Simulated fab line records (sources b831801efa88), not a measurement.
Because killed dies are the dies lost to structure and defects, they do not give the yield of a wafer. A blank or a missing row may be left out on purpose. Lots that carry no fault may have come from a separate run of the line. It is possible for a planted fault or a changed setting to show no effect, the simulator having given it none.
Which tool was responsible? | flow sky130 | 42 wafers from 14 lots sampled at 2 of the route's 708 steps

## WHAT THE GAUGES READ, wafer by wafer
SKY_VT_ADJUST_LVTN_TW_MEAS_21.
lot  | measured     | on            | VT_ADJUST_LVTN_2_TW
L386 | day 7 18:07  | film-metro-01 | 186.8 186.1 187.2
L388 | day 8 05:19  | film-metro-04 | 191.2 191.3 191.2
L390 | day 9 10:14  | film-metro-01 | 184.3 185.7 185.9
L391 | day 9 23:55  | film-metro-03 | 187.8 187.7 187.6
L393 | day 10 05:18 | film-metro-04 | 189.7 188.3 189.4
L394 | day 10 09:48 | film-metro-03 | 189.2 186.6 188.8
L397 | day 10 23:19 | film-metro-04 | 189.5 190.7 188.9
L396 | day 11 01:41 | film-metro-01 | 184.9 186.1 185.2
L398 | day 11 05:38 | film-metro-04 | 189.2 188.8 189.9
L402 | day 12 06:39 | film-metro-03 | 188.4 187.7 187.6
L405 | day 13 09:14 | film-metro-01 | 198.1 198.8 197.3 197.7 198.3 197.8
L406 | day 13 16:31 | film-metro-03 | 197.3 198.2 197.4 198.8 197.3 196.9
L408 | day 13 23:57 | film-metro-04 | 188.8 190.0 189.4
L407 | day 14 00:15 | film-metro-03 | 187.4 187.4 186.9

## TOOL THAT RAN EACH LOT (tool first, then ch and the chambers of the sampled wafers, then the start)
lot  | SKY_VT_ADJUST_LVTN_IMPLANT_19
L386 | implanter-03 ch 0, day 7 17:54
L388 | implanter-01 ch 0, day 8 05:06
L390 | implanter-03 ch 0, day 9 10:01
L391 | implanter-03 ch 0, day 9 23:42
L393 | implanter-03 ch 0, day 10 05:04
L394 | implanter-01 ch 0, day 10 09:33
L397 | implanter-02 ch 0, day 10 23:04
L396 | implanter-01 ch 0, day 11 01:26
L398 | implanter-01 ch 0, day 11 05:23
L402 | implanter-01 ch 0, day 12 06:24
L405 | implanter-03 ch 0, day 13 08:50
L406 | implanter-03 ch 0, day 13 16:17
L408 | implanter-01 ch 0, day 13 23:43
L407 | implanter-02 ch 0, day 14 00:01
- SKY_VT_ADJUST_LVTN_IMPLANT_19

## WHAT THE TOOLS THEMSELVES READ (means of the sampled wafers that have a number; where no wafer has one, the mark that the record gives instead)
SKY_VT_ADJUST_LVTN_IMPLANT_19.
lot  | tool         | beam-on-s (s) | faraday-current-uA
L386 | implanter-03 | 9.93          | 3.70
L388 | implanter-01 | 10.15         | 3.63
L390 | implanter-03 | 10.12         | 3.63
L391 | implanter-03 | 10.09         | 3.64
L393 | implanter-03 | 10.04         | 3.65
L394 | implanter-01 | 9.96          | 3.69
L397 | implanter-02 | 10.05         | 3.65
L396 | implanter-01 | 10.12         | 3.61
L398 | implanter-01 | 9.93          | 3.68
L402 | implanter-01 | 10.06         | 3.65
L405 | implanter-03 | 12.48         | 2.94
L406 | implanter-03 | 12.43         | 2.95
L408 | implanter-01 | 10.02         | 3.65
L407 | implanter-02 | 10.02         | 3.65

## THE ANSWER, worked out from the rows above alone
Rule: the usual values come from the lots themselves. The widest of any qualifying gaps counts: lots, ordered by their means at a reading, are off when they make up no more than a third of the lots, leave a main group of 4 or more, and stand apart from it by 3 or more times the standard deviation of that group's means. A main group whose means are all the same, to the digits that the tables above print for the reading, isn't used. A lot without any number at a reading at which 4 lots or more have one is off too. The other lots that the step has rows for count as sound. First the gauges in route order, then the tools' own readings, where a lot's mean is used as printed above. At the first step where some lot is off, the reading lying furthest off is the one used; lots without a number count as furthest.
Off: L405, L406, seen at SKY_VT_ADJUST_LVTN_TW_MEAS_21 (VT_ADJUST_LVTN_2_TW). Mean 188.1 and standard deviation 1.7 in the main group.
If a tool, at a process step before that reading, ran all the lots that are off and no sound lot after the first of them, it fits. Not tried: the gauges at SKY_VT_ADJUST_LVTN_TW_MEAS_21; whatever is off there is also off at SKY_VT_ADJUST_LVTN_IMPLANT_19, on other tools, and gauge error can't account for it. One candidate fits, namely implanter-03 at SKY_VT_ADJUST_LVTN_IMPLANT_19. A fault onset in the window from L393 (day 10 05:04, its last sound lot) to L405 (day 13 08:50, its first lot off) fits.
The tool's own readings at SKY_VT_ADJUST_LVTN_IMPLANT_19 bear it out: on the lots that are off they differ by more than 5 times the standard deviation of the sound lots' means. beam-on-s reads 12.46 s there against 10.04 s on the sound lots; faraday-current-uA reads 2.95 there against 3.65 on the sound lots.

## WHAT THE SIMULATOR PUT IN
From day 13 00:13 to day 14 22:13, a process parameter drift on implanter-03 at SKY_VT_ADJUST_LVTN_IMPLANT_19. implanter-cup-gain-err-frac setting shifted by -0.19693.
Lots struck among those shown: L405, L406. The same result came from the rule above.
